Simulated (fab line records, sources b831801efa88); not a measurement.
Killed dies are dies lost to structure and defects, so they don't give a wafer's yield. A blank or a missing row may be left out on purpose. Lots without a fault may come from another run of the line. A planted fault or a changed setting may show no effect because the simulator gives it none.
fab line records | flow sky130
record lots=12 wafers=33 last_day=50
route steps=708 shown CONTACT@421 METAL1@435 VIA1@460 PAD_OPEN@708
lots that met no fault: from a run of the same line without faults
start_h: hours from the record's first day to the start of the lot's first wafer shown | wait_h: hours since the lot's step before | " the same as in the row above | L1.1+2: a row that stands for several wafers | - no value, or no start given | * or withheld: withheld | < > ~ a bound
route shown NAME@n: a module of which the file shows steps, and the number in the route of the first | usual: mean/standard deviation of fault-free wafers | same: alike in all rows | chamber/n: place in a boat | sites: the reading at each site | _std_site: their standard deviation | _edge_site: outer sites' mean less inner sites' | radius_mm: how far each site lies from the wafer's centre | mask NAME#n: copy n | behind: the tool/chamber that last shaped the wafer | hold: why the lot was held/for how many hours/how that ended | device: the transistor (n, p or np) that didn't switch | end of line: the same wafers' tests at the end of the route | a step without rows: its recipe alone | killed: dies lost to structure and defects at the first sort, not the wafer's yield | map: a wafer's dies, x killed, . not, _ none there
set.NAME: the setting as run; set.NAME@STEP: as run at that earlier step | model.NAME: the simulator's own value behind a step, which no gauge read
steps of the route over a sample of lots; a table a step, a row a wafer
services: from which hour (start_h, from the record's first day; less than 0 if before it) a tool's chamber was out of use, for how many hours, and why
## steps
# step SKY_CONTACT_OVL_MEAS_15
# usual CONTACT_OVL=0/5.9
# columns lot.wafer tool chamber start_h wait_h CONTACT_OVL[nm]
L216.1 overlay-02 - 744.03 0.1 1
L216.2 " - " " 2
L216.3 " - " " 4
L218.4 overlay-02 - 749.66 0.1 0
L218.5 " - " " 11
L218.6 " - " " 3
L219.1 overlay-02 - 754.70 0.1 3
L219.4 " - " " 2
L219.5 " - " " 3
L224.2 overlay-02 - 793.65 0.1 -5
L224.3 " - " " 4
L224.4 " - " " 0
L225.4 overlay-02 - 806.84 0.1 -4
L225.5 " - " " 8
L225.6 " - " " 0
L226.1 overlay-02 - 821.62 0.1 -7
L226.3 " - " " 0
L226.5 " - " " -9
L232.1 overlay-02 - 862.57 0.1 -7
L232.2 " - " " 8
L232.5 " - " " -1
L233.2 overlay-01 - 866.69 0.1 4
L233.3 " - " " -7
L233.6 " - " " 4
L234.3 overlay-01 - 873.85 0.1 7
L234.4 " - " " 8
L234.6 " - " " 5
L236.1 overlay-02 - 881.48 0.1 -3
L236.5 " - " " -9
L236.6 " - " " -9
L239.2 overlay-01 - 905.08 0.1 1
L239.4 " - " " 5
L239.6 " - " " 5
# step SKY_CONTACT_ETCH_16
# recipe chemistry=N2/H2 target=BARC ion_energy_ev=200 source_w=500 bias_w=100 pressure_mtorr=30 n2_flow_sccm=100 h2_flow_sccm=200 stop_on=SiO2 time_s=45.9 target_depth_a=600
# usual drypump_motor_current_A=5.8/0.34 oes_product_au=0.854/0.0048 throttle_valve_pct=13.224/0.0094
# same time_s=45.9
# columns lot.wafer tool chamber start_h wait_h drypump_motor_current_A oes_product_au rf_hours_counter_h throttle_valve_pct
L216.1 rie_diel-04 3 744.07 0.0 6.3 0.853 9 13.217
L216.2 " 2 " " 5.4 0.850 15 13.246
L216.3 " 0 " " 5.6 0.856 13 13.222
L218.4 rie_diel-04 0 749.70 0.0 5.6 0.848 - 13.222
L218.5 " 3 " " 6.3 0.860 - 13.221
L218.6 " 2 " " 5.3 0.854 - 13.242
L219.1 rie_diel-01 2 754.73 0.0 5.8 0.854 21 13.216
L219.4 " 2 " " 5.8 0.855 - 13.222
L219.5 " 1 " " 5.4 0.852 - 13.218
L224.2 rie_diel-03 3 793.68 0.0 6.3 0.851 22 13.233
L224.3 " 2 " " 6.2 0.866 14 13.223
L224.4 " 0 " " 5.2 0.846 6 13.227
L225.4 rie_diel-03 3 806.86 0.0 6.3 0.860 22 13.213
L225.5 " 2 " " 6.3 0.854 - 13.212
L225.6 " 1 " " 5.8 0.854 - 13.240
L226.1 rie_diel-01 1 821.66 0.0 5.4 0.850 19 13.229
L226.3 " 2 " " 5.8 0.857 23 13.227
L226.5 " 3 " " 5.8 0.845 - 13.228
L232.1 rie_diel-04 0 862.61 0.0 5.5 0.864 16 13.218
L232.2 " 2 " " 5.4 0.856 18 13.229
L232.5 " 3 " " 6.3 0.853 - 13.222
L233.2 rie_diel-01 2 866.72 0.0 5.9 0.855 24 13.233
L233.3 " 1 " " 5.4 0.851 20 13.235
L233.6 " 3 " " 5.8 0.862 - 13.233
L234.3 rie_diel-04 3 873.87 0.0 6.3 0.860 13 13.231
L234.4 " 0 " " 5.6 0.858 16 13.228
L234.6 " 1 " " 6.1 0.863 - 13.218
L236.1 rie_diel-03 0 881.52 0.0 5.2 0.857 9 13.216
L236.5 " 3 " " 6.2 0.853 - 13.244
L236.6 " 2 " " 6.2 0.855 - 13.217
L239.2 rie_diel-03 1 905.11 0.0 5.8 0.852 5 13.239
L239.4 " 0 " " 5.3 0.850 10 13.218
L239.6 " 2 " " 6.2 0.855 - 13.224
# step SKY_METAL1_SPUTTER_01
# recipe material=TiN target_thk_nm=20 power_w=6500 time_s=16.7 chamber_pressure_pa=0.4
# usual throttle_valve_pct=29.4/0.95
# columns lot.wafer tool chamber start_h wait_h throttle_valve_pct
L216.1 pvd_sputter-02 - 745.47 0.0 28.8
L216.2 " - " " 28.8
L216.3 " - " " 28.4
L218.4 pvd_sputter-04 - 751.09 0.0 30.1
L218.5 " - " " 30.3
L218.6 " - " " 29.7
L219.1 pvd_sputter-04 - 756.13 0.0 30.0
L219.4 " - " " 29.5
L219.5 " - " " 29.5
L224.2 pvd_sputter-02 - 795.09 0.0 28.8
L224.3 " - " " 28.7
L224.4 " - " " 29.2
L225.4 pvd_sputter-02 - 808.26 0.0 28.5
L225.5 " - " " 28.9
L225.6 " - " " 28.4
L226.1 pvd_sputter-03 - 823.06 0.0 29.8
L226.3 " - " " 28.2
L226.5 " - " " 29.6
L232.1 pvd_sputter-03 - 864.09 0.0 29.5
L232.2 " - " " 29.2
L232.5 " - " " 29.7
L233.2 pvd_sputter-03 - 868.16 0.0 28.0
L233.3 " - " " 29.2
L233.6 " - " " 27.9
L234.3 pvd_sputter-03 - 875.27 0.0 29.3
L234.4 " - " " 30.6
L234.6 " - " " 30.7
L236.1 pvd_sputter-02 - 882.95 0.0 28.6
L236.5 " - " " 28.3
L236.6 " - " " 28.6
L239.2 pvd_sputter-04 - 906.55 0.0 29.4
L239.4 " - " " 31.6
L239.6 " - " " 29.7
# step SKY_METAL1_RS_MEAS_05
# recipe thk_meas_gauge=four-point-probe reads=TiN_of_METAL1_SPUTTER_04+Ti_of_METAL1_SPUTTER_03+AlCu_of_METAL1_SPUTTER_02+TiN_of_METAL1_SPUTTER_01+Ti_of_METAL1_SPUTTER_00
# usual METAL1_ALCU_RS=0.1272/0.0011
# columns lot.wafer tool chamber start_h wait_h hold METAL1_ALCU_RS[ohm/sq]
L216.1 film_metro-04 - 745.59 0.0 - 0.1278
L216.2 " - " " - 0.1295
L216.3 " - " " - 0.1272
L218.4 film_metro-03 - 751.27 0.1 - 0.1277
L218.5 " - " " - 0.1272
L218.6 " - " " - 0.1259
L219.1 film_metro-03 - 756.26 0.0 - 0.1272
L219.4 " - " " - 0.1271
L219.5 " - " " - 0.1281
L224.2 film_metro-03 - 795.23 0.0 await_dispo/0.2h/release 0.1285
L224.3 " - " " await_dispo/0.2h/release 0.1256
L224.4 " - " " await_dispo/0.2h/release 0.1264
L224.2 film_metro-03 - 795.51 0.3 - 0.1286
L224.3 " - " " - 0.1252
L224.4 " - " " - 0.1262
L225.4 film_metro-01 - 808.43 0.1 await_dispo/0.2h/release 0.1281
L225.5 " - " " await_dispo/0.2h/release 0.1271
L225.6 " - " " await_dispo/0.2h/release 0.1273
L225.4 film_metro-01 - 808.72 0.3 - 0.1281
L225.5 " - " " - 0.1271
L225.6 " - " " - 0.1270
L226.1 film_metro-01 - 823.18 0.0 - 0.1267
L226.3 " - " " - 0.1276
L226.5 " - " " - 0.1266
L232.1 film_metro-03 - 864.21 0.0 - 0.1269
L232.2 " - " " - 0.1271
L232.5 " - " " - 0.1271
L233.2 film_metro-03 - 868.30 0.0 - 0.1277
L233.3 " - " " - 0.1273
L233.6 " - " " - 0.1287
L234.3 film_metro-04 - 875.43 0.1 - 0.1280
L234.4 " - " " - 0.1290
L234.6 " - " " - 0.1287
L236.1 film_metro-04 - 883.07 0.0 - 0.1290
L236.5 " - " " - 0.1283
L236.6 " - " " - 0.1285
L239.2 film_metro-04 - 906.68 0.0 - 0.1267
L239.4 " - " " - 0.1272
L239.6 " - " " - 0.1267
# step SKY_VIA1_CMP_02
# recipe material=SiO2 down_force_psi=4 platen_rpm=60 pad_velocity_m_s=0.94248
# usual edge_zone_pressure_frac=1.000/0.0049 motor_current_A=11.6/1.2 slurry_flow_ml_min=150.0/0.45
# columns lot.wafer tool chamber start_h wait_h edge_zone_pressure_frac motor_current_A slurry_flow_ml_min
L216.1 cmp-02 2 774.12 0.1 0.999 12.4 150.3
L216.3 " 0 " " 0.992 10.6 149.0
L216.2 " 1 " " 1.009 11.7 149.8
L218.4 cmp-01 2 779.49 0.1 1.007 10.5 150.4
L218.6 " 1 " " 0.992 11.1 149.7
L218.5 " 2 " " 0.999 11.1 150.0
L219.4 cmp-01 2 784.54 0.0 1.009 11.3 149.2
L219.1 " 3 " " 0.997 13.5 150.6
L219.5 " 2 " " 1.004 10.5 149.4
L224.2 cmp-01 0 822.83 0.0 1.012 12.5 150.1
L224.3 " 1 " " 1.003 11.0 150.0
L224.4 " 3 " " 0.998 14.9 150.4
L225.4 cmp-02 3 835.15 0.1 1.007 11.4 149.6
L225.6 " 1 " " 1.000 11.1 150.5
L225.5 " 2 " " 1.001 11.3 150.8
L226.1 cmp-02 1 850.81 0.1 0.993 11.6 150.2
L226.3 " 2 " " 1.003 12.7 149.7
L226.5 " 1 " " 1.000 10.7 149.2
L232.2 cmp-01 1 891.55 0.1 0.998 10.3 149.8
L232.1 " 2 " " 0.994 11.0 149.8
L232.5 " 1 " " 1.003 10.0 150.1
L233.2 cmp-02 1 895.13 0.1 1.001 11.3 150.0
L233.3 " 2 " " 0.990 11.5 150.2
L233.6 " 3 " " 0.995 10.6 149.6
L234.4 cmp-01 2 902.68 0.1 0.996 10.7 149.9
L234.3 " 3 " " 1.007 13.6 149.4
L234.6 " 1 " " 0.998 10.3 149.9
L236.1 cmp-02 3 910.03 0.2 1.000 11.0 149.5
L236.6 " 0 " " 1.004 10.8 150.0
L236.5 " 1 " " 0.991 11.2 149.4
L239.4 cmp-02 1 934.11 0.1 1.006 11.7 149.9
L239.2 " 2 " " 0.997 12.7 149.7
L239.6 " 0 " " 1.002 11.0 150.5
# step SKY_PAD_OPEN_PROBE_99
# usual defect_limited_yield=82.3/1.9 killed_at_M0_to_M3=44/6.9 killed_at_M4_up=3.3/2.1 killed_at_contacts=24/4.8 killed_at_front_end=15/4.4 killed_at_other=0.2/0.48 killed_dies=87/9.5 killed_on_rim=17/4 killed_open=48/6.5 killed_short=39/6.3 sort_bin_3_pad_short=0.9/0.48 sort_bin_5_function=10.5/1.5 sort_bin_6_memory=6.3/1.1 sort_n_pass=405/9.5 sort_yield_pct=82.3/1.9
# same gross_dies=492 killed_at_back_side=0 sort_bin_4_leakage[%]=0 sort_bin_8_speed[%]=0
# columns lot.wafer tool chamber start_h wait_h defect_limited_yield[%] killed_at_M0_to_M3 killed_at_M4_up killed_at_contacts killed_at_front_end killed_at_other killed_dies killed_on_rim killed_open killed_short sort_bin_3_pad_short[%] sort_bin_5_function[%] sort_bin_6_memory[%] sort_n_pass sort_yield_pct[%]
L224.2 prober-02 - 1119.26 0.1 81.5 46 5 29 11 0 91 16 47 42 1.6 10.8 6.1 401 81.5
L224.3 prober-02 - 1119.31 0.2 83.5 48 2 20 11 0 81 12 40 40 1.2 9.6 5.7 411 83.5
L224.4 prober-02 - 1119.36 0.2 83.9 39 6 20 14 0 79 17 40 37 0.6 10.8 4.7 413 83.9
L236.1 prober-02 - 1180.00 0.1 82.9 46 2 16 19 1 84 12 46 38 0.6 9.1 7.3 408 82.9
L236.5 prober-02 - 1180.20 0.2 82.9 38 2 23 21 0 84 16 53 31 0.6 10.2 6.3 408 82.9
L236.6 prober-02 - 1180.25 0.2 80.9 42 1 33 17 1 94 18 42 52 0.4 11.0 7.7 398 80.9
L239.2 prober-01 - 1196.79 0.1 86.2 34 2 14 18 0 68 12 34 34 1.0 8.1 4.7 424 86.2
L239.4 prober-01 - 1196.89 0.2 85.6 34 3 22 12 0 71 11 45 26 0 7.9 6.5 421 85.6
L239.6 prober-01 - 1196.99 0.2 84.6 40 2 17 17 0 76 21 38 38 1.2 9.3 4.9 416 84.6
# killed by level:class
L224.2 CONTACT:geometric_particle:open=11 VIA3:geometric_particle:open=10 METAL1:geometric_particle:short=9 VIA1:geometric_particle:open=9 METAL2:geometric_particle:short=6 LI_CONTACT:geometric_particle:open=5 LOCAL_INTERCONNECT:geometric_particle:short=5 CONTACT:geometric_particle:short=5
L224.3 VIA3:geometric_particle:open=9 METAL2:geometric_particle:short=9 VIA1:geometric_particle:open=8 CONTACT:geometric_particle:short=8 CONTACT:geometric_particle:open=6 FIELD_ISO:geometric_particle:open=4 LI_CONTACT:geometric_particle:open=4 VIA1:geometric_particle:short=4
L224.4 CONTACT:geometric_particle:open=8 METAL1:geometric_particle:short=8 LI_CONTACT:geometric_particle:open=7 VIA2:geometric_particle:open=6 VIA1:geometric_particle:open=5 METAL4:geometric_particle:short=5 FIELD_ISO:geometric_particle:short=4 POLY_GATE:geometric_particle:open=4
L236.1 VIA1:geometric_particle:open=11 CONTACT:geometric_particle:open=10 METAL2:geometric_particle:short=7 VIA2:geometric_particle:open=7 FIELD_ISO:geometric_particle:short=5 LI_CONTACT:geometric_particle:open=5 VIA3:geometric_particle:open=5 POLY_GATE:geometric_particle:short=4
L236.5 CONTACT:geometric_particle:open=11 VIA1:geometric_particle:open=11 FIELD_ISO:geometric_particle:open=7 METAL1:geometric_particle:short=6 VIA3:geometric_particle:open=6 LI_CONTACT:geometric_particle:open=5 POLY_GATE:geometric_particle:open=5 VIA2:geometric_particle:open=5
L236.6 LI_CONTACT:geometric_particle:open=11 VIA1:geometric_particle:short=7 CONTACT:geometric_particle:short=7 CONTACT:geometric_particle:open=7 VIA1:geometric_particle:open=7 POLY_GATE:geometric_particle:short=6 LOCAL_INTERCONNECT:geometric_particle:short=6 METAL1:geometric_particle:short=6
L239.2 VIA1:geometric_particle:open=10 CONTACT:geometric_particle:open=7 METAL2:geometric_particle:short=6 VIA3:geometric_particle:open=5 POLY_GATE:geometric_particle:short=4 POLY_GATE:geometric_particle:open=4 CONTACT:geometric_particle:short=4 VIA1:geometric_particle:short=4
L239.4 CONTACT:geometric_particle:open=12 VIA1:geometric_particle:open=11 VIA2:geometric_particle:open=6 VIA1:geometric_particle:short=4 FIELD_ISO:geometric_particle:open=3 CONTACT:geometric_particle:short=3 POLY_GATE:geometric_particle:open=3 SPACER:geometric_particle:open=3
L239.6 VIA1:geometric_particle:open=14 CONTACT:geometric_particle:open=7 VIA1:geometric_particle:short=5 FIELD_ISO:geometric_particle:short=4 POLY_GATE:geometric_particle:open=4 CONTACT:geometric_particle:short=4 METAL2:geometric_particle:short=4 VIA2:geometric_particle:open=4
## services
# columns tool chamber start_h hours kind
rie_diel-03 0 720.37 8.6 repair
rie_diel-01 2 727.19 1.8 repair
cmp-01 - 744.83 4.0 pm
rie_diel-04 - 745.15 1.4 repair
rie_diel-03 - 793.81 2.8 pm
rie_diel-04 2 799.75 5.8 repair
rie_diel-04 0 810.64 12.0 repair
rie_diel-03 0 811.79 8.6 repair
rie_diel-01 - 814.46 0.8 repair
cmp-01 - 814.98 0.9 repair
rie_diel-03 2 815.05 8.0 repair
pvd_sputter-02 - 819.89 1.1 repair
rie_diel-03 1 831.21 10.0 repair
cmp-01 - 844.22 3.2 pm
cmp-02 - 857.00 0.8 repair
rie_diel-01 0 875.66 63.3 repair
rie_diel-04 - 888.51 1.7 repair
rie_diel-04 3 894.24 13.2 repair
rie_diel-01 - 898.31 15.6 pm
cmp-02 - 912.00 4.0 pm
pvd_sputter-02 - 913.45 2.1 repair
rie_diel-01 2 926.76 5.8 repair
rie_diel-01 1 927.84 7.1 repair
pvd_sputter-04 - 931.62 4.3 repair
## key
first_sign step=SKY_METAL1_RS_MEAS_05 reading=visit direction=added
effect none on later readings
met_at SKY_METAL1_SPUTTER_01
struck_lots L224,L225
struck_wafers L224.3,L225.5
moved_without_meeting_it L222
not_acting_at SKY_CONTACT_OVL_MEAS_15,SKY_CONTACT_ETCH_16,SKY_VIA1_CMP_02
onset_between 745.47 795.09
fault kind=process_parameter_drift tool=pvd_sputter-02 chamber=- onset_h=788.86 steps=SKY_METAL1_SPUTTER_01 channel=target_thk_nm offset=14.503 shape=step end_h=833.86 scope=struck_wafers_only acts_in=these_recipes_only stated=20
# moved_without_meeting_it: readings of these lots or wafers moved too, though they didn't meet the fault's tool or chamber
